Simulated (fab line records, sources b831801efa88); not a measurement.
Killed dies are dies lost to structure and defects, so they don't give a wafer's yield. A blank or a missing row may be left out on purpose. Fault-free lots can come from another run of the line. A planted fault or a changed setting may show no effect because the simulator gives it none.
Which tool was responsible?    flow sky130    route of 708 steps, sampled at 1 step: 11 lots, 33 wafers

WHAT EACH GAUGE READ, for each wafer
SKY_VIA2_CD_MEAS_12: target cd 200 nm.
lot   measured      on        cdNm (nm)
L885  day 36 09:45  cdSem-02  198.8 200.8 200.0
L886  day 36 17:49  cdSem-02  198.3 199.3 200.3
L894  day 39 06:25  cdSem-01  202.0 202.1 201.8
L897  day 40 01:43  cdSem-01  199.3 199.9 201.6
L898  day 40 14:26  cdSem-02  198.5 199.3 197.8
L899  day 40 18:12  cdSem-01  199.1 198.9 199.0
L902  day 41 13:20  cdSem-01  196.5 196.7 198.3
L904  day 42 03:07  cdSem-02  200.7 201.7 201.8
L905  day 42 08:02  cdSem-02  200.8 201.4 201.6
L906  day 42 15:43  cdSem-02  201.0 200.0 199.9
L907  day 42 19:56  cdSem-02  198.8 198.1 200.0

WHICH TOOL RAN EACH LOT (tool, then ch and the chambers of the sampled wafers, then the start)
The record holds no process step before these readings.

WHAT THE TOOLS THEMSELVES READ (means of the sampled wafers that have a number; where no wafer has one, the mark that the record gives instead)
The record holds no such reading with a usual standard deviation.

THE ANSWER, worked out from the rows above alone
Rule: what is usual is taken from the lots themselves. Put in order of their means at a reading, lots are off if they are a third of the lots or fewer, leave a main group of 4 or more, and stand apart from it by a gap of 3 or more times the standard deviation of the main group's means; of several such gaps the widest counts. Not used: any main group whose means are identical at the precision the tables above print for the reading. A lot without any number at a reading at which 4 lots or more have one is off too. The other lots that the step has rows for count as sound. After the gauges, taken in route order, come the tools' own readings; for these a lot's mean is taken, as printed above. The first step at which some lot is off is used, and at that step the reading that is off furthest; a lot without a number counts as furthest.
No lot is off on any of the readings shown, so nothing can be concluded from this.

WHAT HAD BEEN PUT IN BY THE SIMULATOR
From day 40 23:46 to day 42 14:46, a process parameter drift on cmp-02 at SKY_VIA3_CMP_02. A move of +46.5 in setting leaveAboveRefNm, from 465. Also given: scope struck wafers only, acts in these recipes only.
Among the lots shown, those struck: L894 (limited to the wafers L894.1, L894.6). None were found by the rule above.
